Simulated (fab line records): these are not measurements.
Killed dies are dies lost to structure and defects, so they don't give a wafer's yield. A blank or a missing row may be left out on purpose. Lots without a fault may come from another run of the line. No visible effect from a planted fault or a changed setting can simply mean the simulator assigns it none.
fab line records	flow sky130
record: lots: 5	wafers: 15	last_day: 50
route steps=708 shown METAL5@666 PASSIVATION@681 PAD_OPEN@694
lots that met no fault: taken from a fault-free run of the same line
start_h: the number of hours between the record's first day and the start of the first shown wafer of the lot	wait_h: hours elapsed since this lot's preceding step	" repeats the value in the row above	L1.1+2: a row that stands for several wafers	- no value present, or no start provided	* or withheld: withheld	< > ~ a bound
route shown NAME@n: NAME is a module with steps in the file, n the number in the route of the first one	usual: average and standard deviation across the fault-free wafers	same: alike in all rows	chamber/n: place in a boat	sites: the reading at each site	_std_site: standard deviation of those values	_edge_site: the outer-site mean with the inner-site mean subtracted	radius_mm: for every site, how far away it sits from the centre of the wafer	mask NAME#n: copy n	behind: the most recent tool/chamber to have shaped the wafer	hold: the reason the lot was held/the length of the hold in hours/how it ended	device: the n, p or np transistor that did not switch	end of line: tests of these same wafers at the route's end	a step with no rows: only its recipe	killed: count of dies lost to structure and defects at first sort (not the wafer's yield)	map: per-die view of a wafer (x killed, . not killed, _ where there is no die)
set.NAME: the setting the step ran with; set.NAME@STEP: the setting that earlier step ran with	model.NAME: the simulator's own value behind a step, which no gauge read
lots at some steps of the route; a table a step, a row a wafer
services: from which hour (start_h, from the record's first day; less than 0 if before it) a tool's chamber was out of use, for how many hours, and why
== steps ==
step: SKY_METAL5_RS_MEAS_05
recipe: thk_meas_gauge: four-point-probe	reads: TiN_of_METAL5_SPUTTER_04+Ti_of_METAL5_SPUTTER_03+AlCu_of_METAL5_SPUTTER_02+TiN_of_METAL5_SPUTTER_01+Ti_of_METAL5_SPUTTER_00
usual: METAL5_ALCU_RS: 0.0271/0.00026
lot.wafer	tool	chamber	start_h	wait_h	METAL5_ALCU_RS[ohm/sq]
L221.2	film_metro-04	-	1051.16	0.0	0.02699
L221.5	"	-	"	"	0.02685
L221.6	"	-	"	"	0.02708
L225.1	film_metro-04	-	1074.07	0.0	0.02701
L225.2	"	-	"	"	0.02686
L225.3	"	-	"	"	0.02684
L231.1	film_metro-04	-	1124.19	0.0	0.02705
L231.2	"	-	"	"	0.02711
L231.5	"	-	"	"	0.02705
L237.1	film_metro-04	-	1138.83	0.0	0.02704
L237.4	"	-	"	"	0.02724
L237.6	"	-	"	"	0.02693
L238.2	film_metro-03	-	1141.32	0.0	0.02692
L238.4	"	-	"	"	0.02709
L238.5	"	-	"	"	0.02667
step: SKY_METAL5_THK_MEAS_06
recipe: thk_meas_gauge: xrf	reads: AlCu_of_METAL5_SPUTTER_02
usual: METAL5_ALCU_THK: 1153/13
lot.wafer	tool	chamber	start_h	wait_h	METAL5_ALCU_THK[nm]
L221.2	film_metro-04	-	1051.27	0.1	1165
L221.5	"	-	"	"	1166
L221.6	"	-	"	"	1160
L225.1	film_metro-04	-	1074.19	0.1	1154
L225.2	"	-	"	"	1164
L225.3	"	-	"	"	1165
L231.1	film_metro-04	-	1124.31	0.1	1154
L231.2	"	-	"	"	1159
L231.5	"	-	"	"	1146
L237.1	film_metro-04	-	1138.95	0.1	1155
L237.4	"	-	"	"	1143
L237.6	"	-	"	"	1162
L238.2	film_metro-03	-	1141.43	0.1	1152
L238.4	"	-	"	"	1152
L238.5	"	-	"	"	1169
step: SKY_METAL5_DEHYDRATE_07
recipe: temp_c: 200	time_s: 60
step: SKY_METAL5_HMDS_08
recipe: prime_time_s: 60	prime_temp_c: 120
step: SKY_METAL5_COAT_09
recipe: resist: NOVOLAK	spin_rpm: 3000	resist_thk_nm: 1800
step: SKY_METAL5_SOFTBAKE_10
recipe: temp_c: 90	time_s: 60	resist: NOVOLAK
step: SKY_METAL5_EXPOSE_11
recipe: mask_id: MM5	na: 0.6	source_shape: conventional	sigma_outer: 0.6	polarization: unpolarized	target_cd_nm: 1600	dose_mj: 190
step: SKY_METAL5_PEB_12
recipe: temp_c: withheld	time_s: *	resist: NOVOLAK
step: SKY_METAL5_DEVELOP_13
recipe: resist: NOVOLAK	developer: TMAH	develop_time_s: 60	dev_temp_c: 23
step: SKY_METAL5_DESCUM_14
recipe: chemistry: O2	source_power_w: 150	bias_power_w: 0	pressure_mtorr: 10	temp_c: 40	time_s: 11
step: SKY_METAL5_METAL_ETCH_15
recipe: target_depth_a: 12600	stop_on: SiO2	over_etch_frac: 0.2	time_s: 252	chemistry: Cl2/BCl3	resist_sidewall_deg: 86	pressure_mtorr: 10	icp_w: 900	bias_w: 48.5	Cl2_flow_sccm: 60	bcl3_flow_sccm: 30
usual: drypump_motor_current_A: 5.70/0.2	he_backside_leak_sccm: 3.34/0.25	oes_product_au: 0.894/0.0052	throttle_valve_pct: 22.264/0.0083
lot.wafer	tool	chamber	start_h	wait_h	drypump_motor_current_A	he_backside_leak_sccm	oes_product_au	rf_hours_counter_h	throttle_valve_pct
L221.2	rie_metal-02	1	1073.06	0.0	5.66	3.38	0.900	10	22.271
L221.5	"	0	"	"	5.68	3.70	0.887	-	22.274
L221.6	"	1	"	"	5.68	3.45	0.903	-	22.270
L225.1	rie_metal-02	1	1095.35	0.0	5.66	3.37	0.885	12	22.269
L225.2	"	0	"	"	5.70	3.65	0.895	14	22.267
L225.3	"	0	"	"	5.70	3.56	0.889	-	22.262
L231.1	rie_metal-04	1	1142.88	0.1	5.79	3.26	0.899	19	22.261
L231.2	"	1	"	"	5.78	3.12	0.899	-	22.255
L231.5	"	1	"	"	5.80	3.13	0.898	-	22.256
L237.1	rie_metal-01	0	1157.31	0.0	6.09	3.16	0.892	17	22.270
L237.4	"	1	"	"	5.49	3.41	0.894	-	22.256
L237.6	"	0	"	"	6.12	3.16	0.884	-	22.277
L238.2	rie_metal-04	1	1159.08	0.0	5.77	3.56	0.892	23	22.245
L238.4	"	1	"	"	5.81	3.31	0.897	-	22.272
L238.5	"	1	"	"	5.79	3.39	0.898	-	22.265
step: SKY_METAL5_STRIP_16
recipe: chemistry: O2/N2	power_w: 1400	pressure_mtorr: 1500	platen_temp_c: withheld	o2_flow_sccm: 3000	n2_flow_sccm: 300	overash_fraction: 0.5
step: SKY_METAL5_STRIP_17
recipe: chemistry: post_etch_residue_remover	time_s: 1200	temp_c: 72.5
lot.wafer	tool	chamber	start_h	wait_h
L221.2+5+6	wet_bench-02	2	1073.40	0.1
L225.1+2+3	wet_bench-03	0	1095.68	0.1
L231.1+2+5	wet_bench-02	1	1143.45	0.1
L237.1+4+6	wet_bench-02	2	1157.65	0.1
L238.2+4+5	wet_bench-03	3	1159.42	0.1
step: SKY_METAL5_CLEAN_18
recipe: chemistry: IPA	time_s: 180	temp_c: 25
step: SKY_METAL5_CLEAN_19
recipe: chemistry: O3/DIW	dry: n2_spin
step: SKY_PASSIVATION_CVD_00
recipe: material: SiO2	target_thk_nm: 90	temp_c: 400	time_s: withheld	rf_w: 600
step: SKY_PASSIVATION_THK_MEAS_01
recipe: reads: SiO2_of_PASSIVATION_CVD_00
usual: PASSIVATION_CVD_00_THK: 90.2/1.4
lot.wafer	tool	chamber	start_h	wait_h	PASSIVATION_CVD_00_THK[nm]
L221.2	film_metro-03	-	1073.95	-	87.6
L221.5	"	-	"	"	90.4
L221.6	"	-	"	"	89.0
L225.1	film_metro-04	-	1096.20	-	89.9
L225.2	"	-	"	"	89.6
L225.3	"	-	"	"	90.4
L231.1	film_metro-03	-	1143.97	-	88.0
L231.2	"	-	"	"	88.1
L231.5	"	-	"	"	89.4
L237.1	film_metro-04	-	1158.20	-	89.1
L237.4	"	-	"	"	90.5
L237.6	"	-	"	"	89.9
L238.2	film_metro-01	-	1159.94	-	90.3
L238.4	"	-	"	"	91.7
L238.5	"	-	"	"	92.5
step: SKY_PASSIVATION_CVD_02
recipe: material: Si3N4	target_thk_nm: 540	temp_c: 400	time_s: withheld	rf_w: 450
usual: heater_power_w: 681/110	susceptor_temp_C: 399.98/0.21
lot.wafer	tool	chamber	start_h	wait_h	heater_power_w	susceptor_temp_C
L221.2	pecvd-03	0	1074.00	0.0	614	400.18
L221.5	"	2	"	"	739	399.76
L221.6	"	1	"	"	688	400.18
L225.1	pecvd-03	2	1096.26	0.1	692	400.33
L225.2	"	1	"	"	548	400.18
L225.3	"	0	"	"	592	400.15
L231.1	pecvd-01	1	1144.03	0.1	897	400.30
L231.2	"	0	"	"	899	400.13
L231.5	"	0	"	"	716	400.16
L237.1	pecvd-04	0	1158.26	0.1	829	399.99
L237.4	"	2	"	"	839	399.70
L237.6	"	1	"	"	593	399.82
L238.2	pecvd-03	2	1159.99	0.0	721	400.18
L238.4	"	2	"	"	585	400.03
L238.5	"	1	"	"	608	399.83
step: SKY_PASSIVATION_THK_MEAS_03
recipe: reads: Si3N4_of_PASSIVATION_CVD_02
usual: PASSIVATION_CVD_02_THK: 537/7.3
lot.wafer	tool	chamber	start_h	wait_h	PASSIVATION_CVD_02_THK[nm]
L221.2	film_metro-01	-	1074.30	-	534
L221.5	"	-	"	"	549
L221.6	"	-	"	"	535
L225.1	film_metro-01	-	1096.48	-	534
L225.2	"	-	"	"	530
L225.3	"	-	"	"	540
L231.1	film_metro-04	-	1144.25	-	532
L231.2	"	-	"	"	540
L231.5	"	-	"	"	538
L237.1	film_metro-01	-	1158.49	-	536
L237.4	"	-	"	"	549
L237.6	"	-	"	"	551
L238.2	film_metro-03	-	1160.23	-	541
L238.4	"	-	"	"	543
L238.5	"	-	"	"	535
step: SKY_PASSIVATION_DEHYDRATE_04
recipe: temp_c: 200	time_s: 60
step: SKY_PASSIVATION_HMDS_05
recipe: prime_time_s: 60	prime_temp_c: 120
step: SKY_PASSIVATION_COAT_06
recipe: spin_rpm: 2000	resist_thk_nm: 3000
step: SKY_PASSIVATION_SOFTBAKE_07
recipe: temp_c: 110	time_s: withheld
step: SKY_PASSIVATION_EXPOSE_08
recipe: mask_id: NSM	target_cd_nm: 3000	na: 0.57	dose_mj: 260
step: SKY_PASSIVATION_PEB_09
recipe: temp_c: 115	time_s: withheld
step: SKY_PASSIVATION_DEVELOP_10
recipe: develop_time_s: 60	dev_temp_c: 23
step: SKY_PASSIVATION_ETCH_11
recipe: chemistry: CF4/O2	target_depth_nm: 725	stop_on: AlCu	source_w: 800	bias_w: 150	pressure_mtorr: 150	cf4_flow_sccm: 80	O2_flow_sccm: 10	time_s: 161.1
step: SKY_PASSIVATION_STRIP_12
recipe: chemistry: O2/N2	power_w: 1400	pressure_mtorr: 1500	platen_temp_c: withheld	overash_fraction: 0.7	o2_flow_sccm: 3000	n2_flow_sccm: 300
usual: drypump_motor_current_A: 5.8/0.46	oes_product_au: 0.661/0.0043	strip_time_to_endpoint_s: 31.50/0.11
lot.wafer	tool	chamber	start_h	wait_h	drypump_motor_current_A	oes_product_au	rf_hours_counter_h	strip_time_to_endpoint_s
L221.2	plasma_asher-01	1	1095.73	0.1	5.6	0.666	3	31.42
L221.5	"	1	"	"	5.6	0.664	-	31.48
L221.6	"	0	"	"	6.1	0.660	-	31.45
L225.1	plasma_asher-01	0	1117.16	0.1	6.2	0.661	5	31.53
L225.2	"	1	"	"	5.7	0.661	5	31.49
L225.3	"	0	"	"	6.2	0.667	-	31.53
L231.1	plasma_asher-02	1	1161.71	0.1	6.1	0.661	41	31.28
L231.2	"	0	"	"	5.8	0.668	41	31.52
L231.5	"	0	"	"	5.8	0.663	-	31.35
L237.1	plasma_asher-04	0	1175.49	0.1	6.3	0.661	70	31.37
L237.4	"	0	"	"	6.2	0.661	-	31.50
L237.6	"	1	"	"	4.8	0.657	-	31.39
L238.2	plasma_asher-01	0	1177.36	0.1	6.1	0.662	11	31.32
L238.4	"	0	"	"	6.2	0.662	-	31.61
L238.5	"	1	"	"	5.6	0.658	-	31.52
step: SKY_PAD_OPEN_DEHYDRATE_00
recipe: temp_c: 200	time_s: 60
step: SKY_PAD_OPEN_HMDS_01
recipe: prime_time_s: 62.92	prime_temp_c: 120
step: SKY_PAD_OPEN_COAT_02
recipe: spin_rpm: 2000	resist_thk_nm: 3000
step: SKY_PAD_OPEN_SOFTBAKE_03
recipe: temp_c: 110	time_s: withheld
step: SKY_PAD_OPEN_EXPOSE_04
recipe: mask_id: PDM	target_cd_nm: 60000	na: 0.57	dose_mj: 260
step: SKY_PAD_OPEN_PEB_05
recipe: temp_c: 115	time_s: withheld
step: SKY_PAD_OPEN_DEVELOP_06
recipe: develop_time_s: 60	dev_temp_c: 23
step: SKY_PAD_OPEN_ETCH_07
recipe: chemistry: CF4/O2	target_depth_nm: 725	stop_on: AlCu	source_w: 800	bias_w: 147.9	pressure_mtorr: 150	cf4_flow_sccm: 80	O2_flow_sccm: 10	time_s: 161.1
usual: drypump_motor_current_A: 5.8/0.48	oes_product_au: 0.974/0.0072	throttle_valve_pct: 5.963/0.0092
lot.wafer	tool	chamber	start_h	wait_h	drypump_motor_current_A	oes_product_au	rf_hours_counter_h	throttle_valve_pct
L221.2	rie_diel-03	2	1115.91	-	6.1	0.978	10	5.961
L221.5	"	1	"	"	5.7	0.978	-	5.969
L221.6	"	0	"	"	5.5	0.971	-	5.967
L225.1	rie_diel-02	3	1136.46	-	6.0	0.975	3	5.983
L225.2	"	0	"	"	6.2	0.968	28	5.967
L225.3	"	1	"	"	6.0	0.982	19	5.964
L231.1	rie_diel-01	1	1178.36	-	6.6	0.975	19	5.949
L231.2	"	3	"	"	5.4	0.984	4	5.963
L231.5	"	2	"	"	5.3	0.964	-	5.958
L237.1	rie_diel-02	1	1191.06	-	6.0	0.977	21	5.949
L237.4	"	2	"	"	4.7	0.980	15	5.957
L237.6	"	0	"	"	6.2	0.977	-	5.975
L238.2	rie_diel-03	1	1193.61	-	5.7	0.979	25	5.969
L238.4	"	0	"	"	5.5	0.979	23	5.964
L238.5	"	3	"	"	5.8	0.970	-	5.961
step: SKY_PAD_OPEN_STRIP_08
recipe: chemistry: O2/N2	power_w: 1400	pressure_mtorr: 1500	platen_temp_c: withheld	overash_fraction: 0.7	o2_flow_sccm: 3000	n2_flow_sccm: 300
usual: drypump_motor_current_A: 5.6/0.49	oes_product_au: 0.663/0.005	strip_time_to_endpoint_s: 37.04/0.14
lot.wafer	tool	chamber	start_h	wait_h	drypump_motor_current_A	oes_product_au	rf_hours_counter_h	strip_time_to_endpoint_s
L221.2	plasma_asher-04	0	1116.01	0.1	6.3	0.666	65	37.11
L221.5	"	0	"	"	6.2	0.659	-	37.09
L221.6	"	1	"	"	4.8	0.663	-	37.06
L225.1	plasma_asher-03	0	1136.56	0.1	5.3	0.659	99	37.01
L225.2	"	1	"	"	5.4	0.666	99	36.92
L225.3	"	0	"	"	5.3	0.656	-	36.94
L231.1	plasma_asher-01	0	1178.47	0.1	6.2	0.662	11	37.05
L231.2	"	1	"	"	5.6	0.658	11	37.06
L231.5	"	1	"	"	5.7	0.662	-	37.09
L237.1	plasma_asher-03	0	1191.17	0.1	5.3	0.665	104	37.14
L237.4	"	0	"	"	5.3	0.671	-	37.25
L237.6	"	1	"	"	5.4	0.665	-	37.21
L238.2	plasma_asher-03	0	1193.72	0.1	5.3	0.662	104	37.19
L238.4	"	1	"	"	5.4	0.667	-	37.19
L238.5	"	0	"	"	5.3	0.660	-	37.16
step: SKY_PAD_OPEN_STRIP_09
recipe: chemistry: post_etch_residue_remover	time_s: 1200	temp_c: 72.5
step: SKY_PAD_OPEN_CLEAN_10
recipe: chemistry: IPA	time_s: 180	temp_c: 25
step: SKY_PAD_OPEN_CLEAN_11
recipe: chemistry: O3/DIW	dry: n2_spin
step: SKY_PAD_OPEN_ANNEAL_12
recipe: temp_c: 400	time_s: withheld	ambient: N2/H2	idle_temp_c: 300	ramp_up_c_per_min: 8	ramp_down_c_per_min: 4
step: SKY_PAD_OPEN_BOW_MEAS_13
recipe: mode: bow
usual: PAD_OPEN_BOW: 46/9.9
lot.wafer	tool	chamber	start_h	wait_h	PAD_OPEN_BOW[um]
L221.2	film_metro-04	-	1118.13	-	39
L221.5	"	-	"	"	47
L221.6	"	-	"	"	50
L225.1	film_metro-02	-	1138.84	-	42
L225.2	"	-	"	"	29
L225.3	"	-	"	"	40
L231.1	film_metro-04	-	1180.60	-	46
L231.2	"	-	"	"	48
L231.5	"	-	"	"	50
L237.1	film_metro-01	-	1193.69	-	58
L237.4	"	-	"	"	48
L237.6	"	-	"	"	46
L238.2	film_metro-04	-	1196.04	-	52
L238.4	"	-	"	"	37
L238.5	"	-	"	"	41
step: SKY_PAD_OPEN_PROBE_99
usual: defect_limited_yield: 82.6/1.9	killed_at_M0_to_M3: 43/7.1	killed_at_M4_up: 3.0/1.6	killed_at_contacts: 24/5.3	killed_at_front_end: 16/4.1	killed_at_other: 0.5/0.82	killed_dies: 86/9.4	killed_on_rim: 17/4.1	killed_open: 46/6.9	killed_short: 39/6.5	sort_bin_3_pad_short: 0.9/0.45	sort_bin_5_function: 10.3/1.5	sort_bin_6_memory: 6.2/1.1	sort_n_pass: 406/9.4	sort_yield_pct: 82.6/1.9
same: gross_dies: 492	killed_at_back_side: 0	sort_bin_4_leakage[%]: 0	sort_bin_8_speed[%]: 0
lot.wafer	tool	chamber	start_h	wait_h	defect_limited_yield[%]	killed_at_M0_to_M3	killed_at_M4_up	killed_at_contacts	killed_at_front_end	killed_at_other	killed_dies	killed_on_rim	killed_open	killed_short	sort_bin_3_pad_short[%]	sort_bin_5_function[%]	sort_bin_6_memory[%]	sort_n_pass	sort_yield_pct[%]	model.etest.tester.sort_n_pass	model.etest.tester.sort_yield_pct	model.etest.tester.sort_bin_5_pct	model.etest.tester.sort_bin_3_pct
L221.2	prober-02	-	1118.28	0.1	82.5	54	2	16	14	0	86	14	51	34	1.2	10.4	5.9	406	82.5	406	82.52	10.37	1.22
L221.5	prober-02	-	1118.43	0.2	85.8	31	6	20	13	0	70	19	32	38	1.2	6.1	6.9	422	85.8	422	85.77	6.098	1.22
L221.6	prober-02	-	1118.48	0.2	85.4	39	3	16	14	0	72	18	45	27	0.2	7.9	6.5	420	85.4	420	85.37	7.927	0.2033
L225.1	prober-02	-	1138.96	0.1	81.3	50	3	24	15	0	92	14	54	38	1.8	10.6	6.3	400	81.3	400	81.3	10.57	1.829
L225.2	prober-02	-	1139.01	0.1	82.3	43	2	25	17	0	87	16	42	45	1.0	9.8	6.9	405	82.3	405	82.32	9.756	1.016
L225.3	prober-02	-	1139.06	0.2	85.4	40	1	19	11	1	72	16	38	34	0.2	9.3	5.1	420	85.4	420	85.37	9.35	0.2033
L231.1	prober-01	-	1180.72	0.1	80.9	42	3	26	22	1	94	18	56	35	1.4	12.2	5.5	398	80.9	398	80.89	12.2	1.423
L231.2	prober-01	-	1180.77	0.1	84.1	48	2	19	9	0	78	9	51	25	0.8	10.8	4.3	414	84.1	414	84.15	10.77	0.813
L231.5	prober-01	-	1180.92	0.2	83.1	43	0	26	14	0	83	19	47	35	0.4	12.0	4.5	409	83.1	409	83.13	11.99	0.4065
L237.1	prober-02	-	1193.81	0.1	76.8	38	38	23	15	0	114	25	42	33	1.4	16.7	5.1	378	76.8	378	76.83	16.67	1.423
L237.4	prober-02	-	1193.96	0.2	76.0	42	35	27	13	1	118	23	48	38	2.8	14.2	6.9	374	76.0	374	76.02	14.23	2.846
L237.6	prober-02	-	1194.06	0.2	77.6	35	41	25	9	0	110	26	46	25	2.6	13.8	5.9	382	77.6	382	77.64	13.82	2.642
L238.2	prober-01	-	1196.19	0.1	82.9	45	3	16	20	0	84	23	43	40	1.0	11.6	4.5	408	82.9	408	82.93	11.59	1.016
L238.4	prober-01	-	1196.29	0.2	81.9	48	5	22	13	1	89	17	41	47	0.6	11.2	6.3	403	81.9	403	81.91	11.18	0.6098
L238.5	prober-01	-	1196.34	0.2	81.9	44	7	27	10	1	89	17	55	33	1.4	9.3	7.3	403	81.9	403	81.91	9.35	1.423
killed by level:class
L221.2 VIA1:geometric_particle:open=13 CONTACT:geometric_particle:open=8 VIA3:geometric_particle:open=7 METAL2:geometric_particle:short=6 VIA2:geometric_particle:open=6 FIELD_ISO:geometric_particle:short=5 METAL1:geometric_particle:short=4 VIA2:geometric_particle:short=4
L221.5 METAL1:geometric_particle:short=9 LI_CONTACT:geometric_particle:open=8 CONTACT:geometric_particle:open=7 FIELD_ISO:geometric_particle:short=6 VIA1:geometric_particle:open=6 METAL4:geometric_particle:short=6 METAL2:geometric_particle:short=5 VIA3:geometric_particle:open=4
L221.6 VIA1:geometric_particle:open=10 METAL2:geometric_particle:short=6 VIA3:geometric_particle:open=6 CONTACT:geometric_particle:open=5 VIA2:geometric_particle:open=5 FIELD_ISO:geometric_particle:open=4 LI_CONTACT:geometric_particle:open=4 FIELD_ISO:geometric_particle:short=3
L225.1 VIA1:geometric_particle:open=14 LI_CONTACT:geometric_particle:open=10 VIA3:geometric_particle:open=10 LOCAL_INTERCONNECT:geometric_particle:short=8 METAL2:geometric_particle:short=6 METAL1:geometric_particle:short=4 POLY_GATE:geometric_particle:open=4 VIA1:geometric_particle:short=4
L225.2 VIA1:geometric_particle:open=12 METAL1:geometric_particle:short=9 FIELD_ISO:geometric_particle:short=8 LI_CONTACT:geometric_particle:open=8 CONTACT:geometric_particle:open=8 VIA2:geometric_particle:short=7 METAL2:geometric_particle:short=6 FIELD_ISO:geometric_particle:open=4
L225.3 VIA3:geometric_particle:open=10 LI_CONTACT:geometric_particle:open=6 LOCAL_INTERCONNECT:geometric_particle:short=6 METAL2:geometric_particle:short=6 POLY_GATE:geometric_particle:open=4 VIA1:geometric_particle:short=4 METAL1:geometric_particle:short=4 VIA2:geometric_particle:open=4
L231.1 CONTACT:geometric_particle:open=11 VIA3:geometric_particle:open=7 FIELD_ISO:geometric_particle:open=6 LI_CONTACT:geometric_particle:open=6 METAL2:geometric_particle:short=6 VIA2:geometric_particle:open=6 POLY_GATE:geometric_particle:open=5 VIA1:geometric_particle:open=5
L231.2 VIA3:geometric_particle:open=12 VIA1:geometric_particle:open=9 CONTACT:geometric_particle:open=8 VIA2:geometric_particle:open=8 LI_CONTACT:geometric_particle:open=6 METAL2:geometric_particle:short=5 VIA1:geometric_particle:short=4 POLY_GATE:geometric_particle:short=3
L231.5 VIA3:geometric_particle:open=11 VIA2:geometric_particle:open=9 LI_CONTACT:geometric_particle:short=8 CONTACT:geometric_particle:open=8 LI_CONTACT:geometric_particle:open=5 VIA1:geometric_particle:open=5 METAL2:geometric_particle:short=5 FIELD_ISO:geometric_particle:short=4
L237.1 METAL5:unspecified=37 VIA2:geometric_particle:open=9 VIA1:geometric_particle:open=8 CONTACT:geometric_particle:open=7 VIA1:geometric_particle:short=7 CONTACT:geometric_particle:short=6 VIA3:geometric_particle:open=5 FIELD_ISO:geometric_particle:short=4
L237.4 METAL5:unspecified=32 CONTACT:geometric_particle:open=13 VIA1:geometric_particle:open=12 CONTACT:geometric_particle:short=7 METAL2:geometric_particle:short=7 FIELD_ISO:geometric_particle:open=6 METAL1:geometric_particle:short=6 VIA2:geometric_particle:open=4
L237.6 METAL5:unspecified=39 CONTACT:geometric_particle:open=12 VIA1:geometric_particle:open=7 VIA2:geometric_particle:open=6 VIA3:geometric_particle:open=5 LI_CONTACT:geometric_particle:open=5 POLY_GATE:geometric_particle:short=4 FIELD_ISO:geometric_particle:short=3
L238.2 FIELD_ISO:geometric_particle:open=9 VIA1:geometric_particle:open=9 CONTACT:geometric_particle:open=7 METAL2:geometric_particle:short=7 FIELD_ISO:geometric_particle:short=6 VIA3:geometric_particle:short=6 VIA3:geometric_particle:open=5 CONTACT:geometric_particle:short=4
L238.4 VIA1:geometric_particle:short=11 LI_CONTACT:geometric_particle:open=9 VIA1:geometric_particle:open=7 METAL2:geometric_particle:short=7 VIA2:geometric_particle:open=7 VIA3:geometric_particle:open=7 CONTACT:geometric_particle:open=5 FIELD_ISO:geometric_particle:open=4
L238.5 VIA1:geometric_particle:open=14 LI_CONTACT:geometric_particle:open=10 CONTACT:geometric_particle:open=10 METAL1:geometric_particle:short=7 METAL4:geometric_particle:short=7 VIA2:geometric_particle:open=6 METAL2:geometric_particle:short=5 FIELD_ISO:geometric_particle:open=3
map L237.4 (x killed, . not)
__________..x..x...._________
________xx..xx..x.x..._______
______..........x...x..._____
_____..x.......x..x......____
____.......xxx...x.xxx....___
___x.........xxxx.x........__
__.x.x.xxx............x.x..._
_...x......x.................
_..........x................x
_.....xxx.....x..xx....x.....
_.......x..x.......x..x...x..
_...x..........x.....x......x
_...x..xx...x..x.......x.x.xx
_.......xx...x......x..x..x.x
_......x......x..x..x.xxxx...
__..........x......x.xxxxxx._
___................xxxxxxxx__
____..x..............xxxxx___
_____.x...x.....x..x.xxxx____
______...x..x......x.xxx_____
________x..x....x.x..x_______
__________.........._________
map L221.2 (x killed, . not)
__________.........._________
________.............._______
______x.x....xx........._____
_____....x.....x.....x...____
____....x..x............x.___
___.....x..x...x........x..__
__..x..x.........x....x....x_
_.x...xx...x...x....x.......x
_.x..x...x...........x.x.x...
_.....xx.........x........x..
_x.............x.............
_......x.....x.xx............
_...x...x.......x...x.x.x....
_....xx.....x....x...x....x..
_..........x.x...............
__....xx....xx.x....x.x....._
___.......x.....x..........__
____..................xx..___
_____..x.x..xx..xxx.xxxx.____
______...........x......_____
________x.......x..xx._______
__________xx...x...._________
== services ==
tool	chamber	start_h	hours	kind
plasma_asher-01	-	1055.25	9.0	pm
plasma_asher-01	0	1055.25	9.0	vent_cycle
plasma_asher-01	1	1055.25	9.0	vent_cycle
plasma_asher-01	-	1057.18	1.2	repair
rie_metal-04	0	1063.94	3.7	repair
plasma_asher-01	0	1064.25	-	clean
plasma_asher-01	1	1064.25	-	clean
plasma_asher-01	-	1069.78	0.4	repair
rie_diel-03	3	1070.67	4.6	repair
pecvd-01	-	1073.23	6.0	pm
rie_metal-02	-	1137.21	0.5	repair
pecvd-03	-	1139.03	2.9	repair
plasma_asher-02	-	1146.40	2.8	pm
rie_diel-03	0	1155.58	9.3	repair
plasma_asher-04	-	1155.68	8.8	pm
plasma_asher-03	-	1164.32	2.8	pm
rie_diel-01	2	1169.23	2.7	repair
plasma_asher-04	-	1176.09	0.5	repair
rie_metal-04	0	1181.04	9.0	repair
pecvd-04	-	1182.27	2.8	pm
pecvd-03	-	1183.00	6.0	pm
rie_diel-01	2	1185.49	9.8	repair
rie_diel-03	-	1185.85	2.8	pm
pecvd-04	2	1185.89	10.4	repair
== key ==
first_sign: step: SKY_PAD_OPEN_PROBE_99	reading: killed_at_M4_up	direction: up	sigmas: 21	usual: 3.0	struck: 38
effect: step: SKY_PAD_OPEN_PROBE_99	reading: sort_bin_5_function	direction: up	sigmas: 3.2	usual: 10.3	struck: 14.9
model_effect: step: SKY_PAD_OPEN_PROBE_99	value: etest.tester.sort_n_pass	without: 409	struck: 378
met_at SKY_METAL5_STRIP_17
struck_wafers L237.1,L237.4,L237.6
onset_between 1073.40 1157.65
also_fits SKY_METAL5_METAL_ETCH_15:rie_metal-01,SKY_PASSIVATION_CVD_02:pecvd-04,SKY_PASSIVATION_STRIP_12:plasma_asher-04,SKY_PAD_OPEN_ETCH_07:rie_diel-02
fault: kind: chamber_particle_source	tool: wet_bench-02	chamber: 2	onset_h: 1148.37	steps: SKY_METAL5_STRIP_17	rate_per_visit_cm2: 0.65931	end_h: 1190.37
